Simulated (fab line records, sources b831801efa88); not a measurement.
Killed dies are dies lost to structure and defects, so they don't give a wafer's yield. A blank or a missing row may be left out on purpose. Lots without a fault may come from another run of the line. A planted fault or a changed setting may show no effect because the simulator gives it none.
fab line records | flow sky130
record lots=4 wafers=12 last_day=50
route steps=708 shown GATE_OXIDE@192 POLY_GATE@204 RES_PROTECT@206 PAD_OPEN@708
lots that met no fault: from a run of the same line without faults
start_h: hours from the record's first day to the start of the lot's first wafer shown | wait_h: hours since the lot's step before | " the same as in the row above | L1.1+2: a row that stands for several wafers | - no value, or no start given | * or withheld: withheld | < > ~ a bound
route shown NAME@n: a module of which the file shows steps, and the number in the route of the first | usual: mean/standard deviation of fault-free wafers | same: alike in all rows | chamber/n: place in a boat | sites: the reading at each site | _std_site: their standard deviation | _edge_site: outer sites' mean less inner sites' | radius_mm: how far each site lies from the wafer's centre | mask NAME#n: copy n | behind: the tool/chamber that last shaped the wafer | hold: why the lot was held/for how many hours/how that ended | device: the transistor (n, p or np) that didn't switch | end of line: the same wafers' tests at the end of the route | a step without rows: its recipe alone | killed: dies lost to structure and defects at the first sort, not the wafer's yield | map: a wafer's dies, x killed, . not, _ none there
set.NAME: the setting as run; set.NAME@STEP: as run at that earlier step | model.NAME: the simulator's own value behind a step, which no gauge read
lots at some steps of the route; a table a step, a row a wafer
services: from which hour (start_h, from the record's first day; less than 0 if before it) a tool's chamber was out of use, for how many hours, and why
## steps
# step SKY_GATE_OXIDE_COAT_05
# recipe resist=NOVOLAK spin_rpm=3000 resist_thk_nm=1140
# step SKY_GATE_OXIDE_SOFTBAKE_06
# recipe temp_c=90 time_s=60 resist=NOVOLAK
# step SKY_GATE_OXIDE_EXPOSE_07
# recipe mask_id=LVOM na=0.6 source_shape=conventional sigma_outer=0.6 polarization=unpolarized target_cd_nm=600 dose_mj=170
# step SKY_GATE_OXIDE_PEB_08
# recipe temp_c=withheld time_s=* resist=NOVOLAK
# step SKY_GATE_OXIDE_DEVELOP_09
# recipe resist=NOVOLAK developer=TMAH develop_time_s=60 dev_temp_c=23
# step SKY_GATE_OXIDE_IMPLANT_11
# recipe species=B energy_kev=10 dose_cm2=2.642e+12 tilt_deg=withheld
# step SKY_GATE_OXIDE_WET_ETCH_12
# recipe chemistry=dHF target_depth_nm=16.8 dry=n2_spin target=SiO2 dilution=100:1 temp_c=25 time_s=336
# step SKY_GATE_OXIDE_STRIP_13
# recipe chemistry=O2/N2 power_w=1400 pressure_mtorr=1500 platen_temp_c=withheld o2_flow_sccm=3000 n2_flow_sccm=300 overash_fraction=0.5
# step SKY_GATE_OXIDE_CLEAN_15
# recipe chemistry=SC1/SC2 mix=1:4:20 temp_c=70 time_s=150 dry=n2_spin
# step SKY_GATE_OXIDE_OXIDATION_16
# recipe temp_c=800 ambient=O2 idle_temp_c=700 ramp_up_c_per_min=10 ramp_down_c_per_min=3 stabilise_s=600 purge_s=300 target_thk_a=35.7 ox_time_s=1915
# step SKY_POLY_GATE_CVD_00
# recipe material=poly-Si target_thk_nm=180 temp_c=620 time_s=720 pressure_mtorr=200
# usual spike_tc_centre_C=619.9/1.7 spike_tc_lower_C=620.0/1.1 spike_tc_top_C=641.0/1.6 spike_tc_upper_C=619.5/1.4 zone_power_centre_pct=10.3/1.2
# columns lot.wafer tool chamber start_h wait_h spike_tc_centre_C spike_tc_lower_C spike_tc_top_C spike_tc_upper_C zone_power_centre_pct model.poly-Si_of_POLY_GATE_CVD_00.thk_nm
L478.1 lpcvd-01 0 381.59 0.0 621.6 619.7 643.8 620.2 8.7 178
L478.3 " 0 " " 620.2 622.2 643.0 621.8 8.9 177.9
L478.6 " 0 " " 620.1 620.3 643.5 620.6 8.8 179.8
L486.1 lpcvd-01 1 408.79 0.0 611.0 613.6 632.3 611.8 11.0 144.9
L486.2 " 1 " " 611.0 609.8 632.5 608.8 11.1 147
L486.4 " 1 " " 608.2 612.2 633.4 610.4 11.2 146.5
L487.1 lpcvd-01 1 416.95 0.0 610.8 609.7 633.0 610.9 10.9 145.1
L487.3 " 1 " " 608.8 612.4 631.7 610.8 11.0 145.4
L487.5 " 1 " " 610.7 609.5 632.0 611.6 11.1 143.2
L497.1 lpcvd-01 1 506.08 0.0 618.3 619.6 640.9 617.7 11.4 181.8
L497.3 " 1 " " 618.2 619.0 639.6 617.6 11.4 180.2
L497.5 " 1 " " 618.1 619.1 639.7 617.3 11.5 181.8
# step SKY_POLY_GATE_THK_MEAS_01
# recipe reads=poly-Si_of_POLY_GATE_CVD_00
# usual POLY_GATE_CVD_00_THK=179.3/1.4
# columns lot.wafer tool chamber start_h wait_h POLY_GATE_CVD_00_THK[nm]
L478.1 film_metro-02 - 382.79 0.0 178.0
L478.3 " - " " 177.8
L478.6 " - " " 179.7
L486.1 film_metro-03 - 409.99 0.0 144.8
L486.2 " - " " 147.0
L486.4 " - " " 146.5
L487.1 film_metro-02 - 418.15 0.0 145.2
L487.3 " - " " 145.3
L487.5 " - " " 143.2
L497.1 film_metro-04 - 507.28 0.0 181.8
L497.3 " - " " 180.1
L497.5 " - " " 181.7
# step SKY_RES_PROTECT_DEHYDRATE_00
# recipe temp_c=200 time_s=60
# step SKY_RES_PROTECT_HMDS_01
# recipe prime_time_s=60 prime_temp_c=120
# step SKY_RES_PROTECT_COAT_02
# recipe resist=NOVOLAK spin_rpm=3000 resist_thk_nm=1140
# step SKY_RES_PROTECT_SOFTBAKE_03
# recipe temp_c=90 time_s=60 resist=NOVOLAK
# step SKY_RES_PROTECT_EXPOSE_04
# recipe mask_id=RPM na=0.6 source_shape=conventional sigma_outer=0.6 polarization=unpolarized target_cd_nm=1270 dose_mj=131
# step SKY_RES_PROTECT_PEB_05
# recipe temp_c=withheld time_s=* resist=NOVOLAK
# step SKY_RES_PROTECT_DEVELOP_06
# recipe resist=NOVOLAK developer=TMAH develop_time_s=60 dev_temp_c=23
# step SKY_POLY_GATE_IMPLANT_02
# recipe species=P energy_kev=30.48 dose_cm2=7.7e+15 tilt_deg=0
# step SKY_RES_PROTECT_STRIP_07
# recipe chemistry=O2/N2 power_w=1400 pressure_mtorr=1500 platen_temp_c=withheld o2_flow_sccm=3000 n2_flow_sccm=300 overash_fraction=0.5
# step SKY_RES_PROTECT_CLEAN_09
# recipe chemistry=SC1/SC2 mix=1:4:20 temp_c=70 time_s=150 dry=n2_spin
# columns lot.wafer tool chamber start_h wait_h model.poly-Si_of_POLY_GATE_CVD_00.thk_nm
L478.1 wet_bench-01 1 410.56 0.1 177.4
L478.3 " 1 " " 177.3
L478.6 " 1 " " 179.2
L486.1 wet_bench-02 0 439.68 0.1 144.2
L486.2 " 0 " " 146.4
L486.4 " 0 " " 145.9
L487.1 wet_bench-02 2 448.03 0.1 144.5
L487.3 " 2 " " 144.7
L487.5 " 2 " " 142.6
L497.1+5 wet_bench-04 2 538.13 0.1 181.2
L497.3 " 2 " " 179.6
# step SKY_POLY_GATE_CVD_03
# recipe material=Si3N4 precursor=DCS/NH3 target_thk_nm=75 temp_c=770 time_s=1290 pressure_mtorr=250
# step SKY_POLY_GATE_DEHYDRATE_05
# recipe temp_c=200 time_s=60
# step SKY_POLY_GATE_HMDS_06
# recipe prime_time_s=60 prime_temp_c=120
# step SKY_POLY_GATE_COAT_07
# recipe resist=BARC temp_c=withheld time_s=withheld spin_rpm=3000 resist_thk_nm=110
# step SKY_POLY_GATE_COAT_08
# recipe resist=KrF-thick spin_rpm=3000 resist_thk_nm=450
# step SKY_POLY_GATE_SOFTBAKE_09
# recipe temp_c=100 time_s=90 resist=KrF-thick
# step SKY_POLY_GATE_EXPOSE_10
# recipe mask_id=P1M na=0.68 source_shape=conventional sigma_outer=0.6 target_cd_nm=150 dose_mj=28
# step SKY_POLY_GATE_PEB_11
# recipe peb_temp_c=withheld peb_time_s=withheld resist=KrF-thick
# step SKY_POLY_GATE_DEVELOP_12
# recipe develop_time_s=60 resist=KrF-thick dev_temp_c=21
# step SKY_POLY_GATE_ETCH_15
# recipe chemistry=N2/H2 target=BARC ion_energy_ev=200 source_w=500 bias_w=100 pressure_mtorr=30 n2_flow_sccm=100 h2_flow_sccm=200 stop_on=SiO2 time_s=118.5 target_depth_a=1100
# step SKY_POLY_GATE_ETCH_16
# recipe stop_on=poly-Si chemistry=CH3F/O2 target=Si3N4 source_w=400 bias_w=80 pressure_mtorr=25 ch3f_flow_sccm=40 O2_flow_sccm=30 time_s=147.5 target_depth_a=750
# step SKY_POLY_GATE_ETCH_17
# recipe target_depth_nm=180 stop_on=SiO2 over_etch_frac=0.56667 chemistry=HBr/Cl2 target=poly-Si icp_w=400 bias_w=100 pressure_mtorr=10 HBr_flow_sccm=150 Cl2_flow_sccm=50 time_s=70.5
# usual drypump_motor_current_A=5.8/0.43 oes_product_au=0.986/0.0085 throttle_valve_pct=33.684/0.0093
# columns lot.wafer tool chamber start_h wait_h drypump_motor_current_A oes_product_au rf_hours_counter_h throttle_valve_pct model.etch.depth_nm model.POLY_GATE.feature_depth_nm
L478.1 rie_si-02 3 446.01 0.0 6.2 0.989 3 33.685 177.4 177.4
L478.3 " 0 " " 5.6 0.983 6 33.690 177.3 177.3
L478.6 " 1 " " 5.6 0.976 - 33.671 175.4 175.4
L486.1 rie_si-01 0 472.70 0.0 5.5 0.855 66 33.693 144.2 144.2
L486.2 " 1 " " 6.3 0.872 2 33.695 146.4 146.4
L486.4 " 1 " " 6.3 0.861 - 33.670 145.9 145.9
L487.1 rie_si-02 0 480.25 0.0 5.6 0.856 6 33.706 144.5 144.5
L487.3 " 3 " " 6.2 0.863 4 33.669 144.7 144.7
L487.5 " 3 " " 6.2 0.845 - 33.684 142.6 142.6
L497.1 rie_si-02 0 570.00 0.0 5.6 0.998 6 33.677 181.2 181.2
L497.3 " 3 " " 6.2 0.988 4 33.677 179.6 179.6
L497.5 " 1 " " 5.6 0.983 - 33.680 178.8 178.8
# step SKY_POLY_GATE_STRIP_18
# recipe chemistry=O2/N2 power_w=1451 pressure_mtorr=1500 platen_temp_c=withheld o2_flow_sccm=3000 n2_flow_sccm=300 overash_fraction=0.5
# step SKY_PAD_OPEN_PROBE_99
# usual killed_at_M0_to_M3=43/7.5 killed_at_M4_up=3.0/1.6 killed_at_contacts=23/5.8 killed_at_front_end=14/4.8 killed_at_other=0.3/0.52 killed_dies=84/9.1 killed_on_rim=16/3.4 killed_open=47/7.2 killed_short=37/5.8
# same gross_dies=492 killed_at_back_side=0
# columns lot.wafer tool chamber start_h wait_h killed_at_M0_to_M3 killed_at_M4_up killed_at_contacts killed_at_front_end killed_at_other killed_dies killed_on_rim killed_open killed_short model.etest.res_high_po.line_ohm_um model.etest.res_poly.line_ohm_um model.etest.tip_sonos.rs_ohm_sq model.etest.res_high_po.rs_ohm_sq model.etest.res_poly.rs_ohm_sq model.etest.cap_li_to_poly.c_af_um2
L478.1 prober-02 - 1134.47 0.1 41 3 26 14 2 86 19 53 33 727.6 498.4 2655 264.2 49.07 94.74
L478.3 prober-02 - 1134.57 0.2 33 1 28 14 0 76 19 44 32 753.5 507.1 2642 261.6 48.85 95.56
L478.6 prober-02 - 1134.72 0.2 34 1 36 20 0 91 16 59 32 741.5 504.7 2702 260.7 48.54 98.5
L486.1 prober-02 - 1145.13 0.1 46 1 23 11 0 81 16 44 37 912.7 619.2 2527 318.7 59.61 87.83
L486.2 prober-02 - 1145.18 0.1 28 4 18 18 0 68 10 32 36 886.6 638.5 2490 308.1 57.96 91.55
L486.4 prober-02 - 1145.28 0.2 38 5 11 14 0 68 15 33 35 882.2 617.9 2515 308.9 58.16 88.9
L487.1 prober-01 - 1153.39 0.1 46 4 30 15 0 95 16 50 45 867.7 586.8 2517 308.7 58.07 90.48
L487.3 prober-01 - 1153.49 0.2 31 5 22 13 1 72 12 39 33 897.4 636.8 2515 310.1 58.95 90.64
L487.5 prober-01 - 1153.59 0.2 37 1 26 15 0 79 15 36 43 894.5 648 2601 312.4 59.69 88.87
L497.1 prober-01 - 1199.49 0.1 37 1 33 19 0 90 17 54 36 766.6 539.4 2702 268.7 48.79 100.5
L497.3 prober-01 - 1199.59 0.2 33 2 39 20 1 95 23 47 48 793.1 557.9 2706 269.8 49.55 97.83
L497.5 prober-01 - 1199.69 0.2 47 4 38 15 0 104 21 60 44 762.5 529.5 2700 269.4 49.04 101.3
# killed by level:class
L478.1 CONTACT:geometric_particle:open=14 METAL1:geometric_particle:short=10 VIA1:geometric_particle:open=8 VIA2:geometric_particle:open=6 VIA3:geometric_particle:open=5 CONTACT:geometric_particle:short=4 FIELD_ISO:geometric_particle:open=3 POLY_GATE:geometric_particle:short=3
L478.3 LI_CONTACT:geometric_particle:open=12 VIA1:geometric_particle:open=6 LOCAL_INTERCONNECT:geometric_particle:short=5 METAL1:geometric_particle:short=5 VIA3:geometric_particle:open=5 FIELD_ISO:geometric_particle:open=4 VIA2:geometric_particle:open=4 CONTACT:geometric_particle:open=4
L478.6 CONTACT:geometric_particle:open=13 LI_CONTACT:geometric_particle:open=11 VIA1:geometric_particle:open=8 CONTACT:geometric_particle:short=7 VIA2:geometric_particle:open=6 VIA3:geometric_particle:open=5 FIELD_ISO:geometric_particle:short=4 FIELD_ISO:geometric_particle:open=4
L486.1 CONTACT:geometric_particle:open=9 VIA1:geometric_particle:open=8 CONTACT:geometric_particle:short=7 VIA3:geometric_particle:open=7 VIA2:geometric_particle:open=6 LI_CONTACT:geometric_particle:open=4 METAL1:geometric_particle:short=4 VIA1:geometric_particle:short=4
L486.2 CONTACT:geometric_particle:open=11 METAL1:geometric_particle:short=6 SPACER:geometric_particle:short=4 CONTACT:geometric_particle:short=4 VIA1:geometric_particle:short=4 FIELD_ISO:geometric_particle:short=3 FIELD_ISO:geometric_particle:open=3 VIA3:geometric_particle:open=3
L486.4 VIA1:geometric_particle:open=9 VIA3:geometric_particle:open=6 FIELD_ISO:geometric_particle:short=5 METAL2:geometric_particle:short=5 POLY_GATE:geometric_particle:short=4 VIA2:geometric_particle:open=4 LI_CONTACT:geometric_particle:open=3 LOCAL_INTERCONNECT:geometric_particle:short=3
L487.1 VIA3:geometric_particle:open=8 LI_CONTACT:geometric_particle:open=8 CONTACT:geometric_particle:short=7 CONTACT:geometric_particle:open=7 METAL1:geometric_particle:short=7 METAL2:geometric_particle:short=6 VIA2:geometric_particle:open=6 FIELD_ISO:geometric_particle:short=5
L487.3 VIA2:geometric_particle:open=8 VIA1:geometric_particle:open=7 LI_CONTACT:geometric_particle:short=7 VIA3:geometric_particle:open=6 LI_CONTACT:geometric_particle:open=5 LOCAL_INTERCONNECT:geometric_particle:short=5 FIELD_ISO:geometric_particle:short=3 POLY_GATE:geometric_particle:open=3
L487.5 VIA2:geometric_particle:open=9 FIELD_ISO:geometric_particle:short=7 CONTACT:geometric_particle:short=7 VIA1:geometric_particle:open=6 LOCAL_INTERCONNECT:geometric_particle:short=6 CONTACT:geometric_particle:open=6 LI_CONTACT:geometric_particle:open=4 METAL2:geometric_particle:short=4
L497.1 CONTACT:geometric_particle:open=12 VIA1:geometric_particle:open=11 LI_CONTACT:geometric_particle:open=10 CONTACT:geometric_particle:short=8 VIA3:geometric_particle:open=5 FIELD_ISO:geometric_particle:short=4 POLY_GATE:geometric_particle:open=4 SPACER:geometric_particle:short=4
L497.3 CONTACT:geometric_particle:open=12 CONTACT:geometric_particle:short=10 LI_CONTACT:geometric_particle:open=9 VIA1:geometric_particle:open=9 FIELD_ISO:geometric_particle:open=5 POLY_GATE:geometric_particle:open=5 METAL1:geometric_particle:short=5 FIELD_ISO:geometric_particle:short=4
L497.5 CONTACT:geometric_particle:open=17 VIA1:geometric_particle:open=12 LI_CONTACT:geometric_particle:open=11 METAL2:geometric_particle:short=7 METAL1:geometric_particle:short=5 VIA2:geometric_particle:open=5 FIELD_ISO:geometric_particle:open=4 FIELD_ISO:geometric_particle:short=4
## services
# columns tool chamber start_h hours kind
rie_si-02 2 372.28 - clean
rie_si-02 2 372.28 16.1 scheduled_down
rie_si-02 2 372.28 16.1 vent_cycle
rie_si-02 1 392.21 18.0 repair
wet_bench-04 - 428.47 1.1 repair
rie_si-02 2 428.63 2.6 repair
rie_si-01 3 451.53 - clean
rie_si-01 3 451.53 25.5 scheduled_down
rie_si-01 3 451.53 25.5 vent_cycle
rie_si-02 1 471.34 17.2 repair
rie_si-01 0 476.98 - clean
rie_si-01 0 476.98 14.9 scheduled_down
rie_si-01 0 476.98 14.9 vent_cycle
rie_si-02 0 485.96 4.4 repair
rie_si-01 2 512.16 12.8 repair
rie_si-01 2 525.00 - clean
rie_si-01 2 525.00 35.0 scheduled_down
rie_si-01 2 525.00 35.0 vent_cycle
rie_si-02 0 549.76 8.8 repair
## key
first_sign step=SKY_POLY_GATE_CVD_00 reading=spike_tc_lower_C direction=down sigmas=8.1 usual=620.0 struck=611.2
effect step=SKY_POLY_GATE_CVD_00 reading=spike_tc_upper_C direction=down sigmas=6.5 usual=619.5 struck=610.7
effect step=SKY_POLY_GATE_THK_MEAS_01 reading=POLY_GATE_CVD_00_THK direction=down sigmas=24 usual=179.3 struck=145.3
effect step=SKY_POLY_GATE_ETCH_17 reading=oes_product_au direction=down sigmas=15 usual=0.986 struck=0.859
model_effect step=SKY_POLY_GATE_CVD_00 value=poly-Si_of_POLY_GATE_CVD_00.thk_nm without=178.4 struck=145.3
model_effect step=SKY_RES_PROTECT_CLEAN_09 value=poly-Si_of_POLY_GATE_CVD_00.thk_nm without=177.7 struck=144.7
model_effect step=SKY_POLY_GATE_ETCH_17 value=etch.depth_nm without=177.7 struck=144.7
model_effect step=SKY_PAD_OPEN_PROBE_99 value=etest.res_high_po.line_ohm_um without=738.4 struck=890.2
met_at SKY_POLY_GATE_CVD_00
struck_wafers L486.1,L486.2,L486.4,L487.1,L487.3,L487.5
tester_left_out L486,L487
onset_between 381.59 408.79
fault kind=process_parameter_drift tool=lpcvd-01 chamber=- onset_h=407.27 steps=SKY_POLY_GATE_CVD_00 channel=temp_c offset=* shape=step end_h=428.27 stated=*
# tester_left_out: of these lots the tester's yield and bins aren't shown, on N5 and GAA mostly nor the transistor test; their killed dies are dies lost to structure and defects alone, not to doping, threshold or leakage, so they don't give the yield
